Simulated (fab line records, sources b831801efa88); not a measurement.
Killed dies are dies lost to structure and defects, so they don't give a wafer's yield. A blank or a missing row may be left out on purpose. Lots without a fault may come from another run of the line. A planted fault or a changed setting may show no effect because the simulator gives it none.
Which tool did it? | flow sky130 | 15 lots, 42 wafers sampled, at 2 steps of a route of 708

WHAT THE GAUGES READ, wafer by wafer
SKY_FIELD_ISO_CD_MEAS_13: target cd 150 nm.
lot  | measured    | on        | cd_nm (nm)
L261 | day 2 04:59 | cd_sem-02 | 149.5 150.5 150.2
L262 | day 2 09:53 | cd_sem-02 | 150.0 150.0 150.3
L263 | day 2 14:52 | cd_sem-02 | 152.7 152.1 151.5
L264 | day 2 22:58 | cd_sem-01 | 148.3 149.4 150.4
L265 | day 3 02:12 | cd_sem-02 | 149.6 150.3 150.5
L267 | day 3 11:37 | cd_sem-01 | 149.8 151.0 152.4
L268 | day 3 16:58 | cd_sem-02 | 150.5 153.0 151.6
L269 | day 3 22:10 | cd_sem-01 | 150.2 149.8 147.9
L270 | day 4 03:30 | cd_sem-02 | 150.7 150.0 148.6
L271 | day 4 08:17 | cd_sem-01 | 149.9 149.2 149.7
L272 | day 4 13:40 | cd_sem-02 | 149.4 149.7 150.0
L280 | day 6 07:54 | cd_sem-02 | 127.0 149.4
L281 | day 6 12:25 | cd_sem-01 | 150.6 128.5
L282 | day 6 19:07 | cd_sem-02 | 148.5 125.3
L284 | day 7 06:48 | cd_sem-01 | 151.2 151.0 151.0

WHICH TOOL RAN EACH LOT (tool, then ch and the chambers of the sampled wafers, then the start)
lot  | SKY_FIELD_ISO_EXPOSE_10
L261 | krf_scanner-02 ch 0, day 1 22:00
L262 | krf_scanner-01 ch 0, day 2 02:35
L263 | krf_scanner-02 ch 0, day 2 07:28
L264 | krf_scanner-02 ch 0, day 2 15:19
L265 | krf_scanner-01 ch 0, day 2 18:38
L267 | krf_scanner-01 ch 0, day 3 03:37
L268 | krf_scanner-02 ch 0, day 3 09:19
L269 | krf_scanner-02 ch 0, day 3 14:11
L270 | krf_scanner-02 ch 0, day 3 19:43
L271 | krf_scanner-01 ch 0, day 3 23:43
L272 | krf_scanner-02 ch 0, day 4 04:56
L280 | krf_scanner-02 ch 0, day 5 22:33
L281 | krf_scanner-02 ch 0, day 6 04:02
L282 | krf_scanner-02 ch 0, day 6 10:26
L284 | krf_scanner-01 ch 0, day 6 21:27
- SKY_FIELD_ISO_EXPOSE_10: exposes mask FOM, target cd 150 nm.

WHAT THE TOOLS THEMSELVES READ (means of the sampled wafers that have a number; where no wafer has one, the mark that the record gives instead)
SKY_FIELD_ISO_EXPOSE_10.
lot  | tool           | exposure_dose_mJ_cm2
L261 | krf_scanner-02 | 27.998
L262 | krf_scanner-01 | 27.997
L263 | krf_scanner-02 | 28.003
L264 | krf_scanner-02 | 28.020
L265 | krf_scanner-01 | 27.994
L267 | krf_scanner-01 | 27.992
L268 | krf_scanner-02 | 27.955
L269 | krf_scanner-02 | 27.979
L270 | krf_scanner-02 | 27.953
L271 | krf_scanner-01 | 27.975
L272 | krf_scanner-02 | 28.000
L280 | krf_scanner-02 | 27.957
L281 | krf_scanner-02 | 27.927
L282 | krf_scanner-02 | 27.984
L284 | krf_scanner-01 | 28.017

THE ANSWER, worked out from the rows above alone
Rule: what is usual is taken from the lots themselves. Put in order of their means at a reading, lots are off if they are a third of the lots or fewer, leave a main group of 4 or more, and stand apart from it by a gap of 3 or more times the standard deviation of the main group's means; of several such gaps the widest counts. A main group whose means are all the same, to the digits that the tables above print for the reading, isn't used. A lot without any number at a reading at which 4 lots or more have one is off too. The other lots that the step has rows for count as sound. The gauges are gone through in route order, then the tools' own readings, and for those a lot's mean is taken as printed above. The first step at which some lot is off is used, and at that step the reading that is off furthest; a lot without a number counts as furthest.
Off: L280, L281, L282, at SKY_FIELD_ISO_CD_MEAS_13 (cd_nm). The main group: mean 150.3 nm, standard deviation 0.89.
A tool fits if, at a process step before that reading, it ran every lot that is off, and no sound lot after the first of them. The gauges at SKY_FIELD_ISO_CD_MEAS_13 are tried like those tools. One fits: krf_scanner-02 at SKY_FIELD_ISO_EXPOSE_10. Its last sound lot is L272 (day 4 04:56), its first lot that is off L280 (day 5 22:33): a fault that began between those two fits.

WHAT THE SIMULATOR HAD PUT IN
Process parameter drift: krf_scanner-02, from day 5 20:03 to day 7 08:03, at SKY_FIELD_ISO_EXPOSE_10. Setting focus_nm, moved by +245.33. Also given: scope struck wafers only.
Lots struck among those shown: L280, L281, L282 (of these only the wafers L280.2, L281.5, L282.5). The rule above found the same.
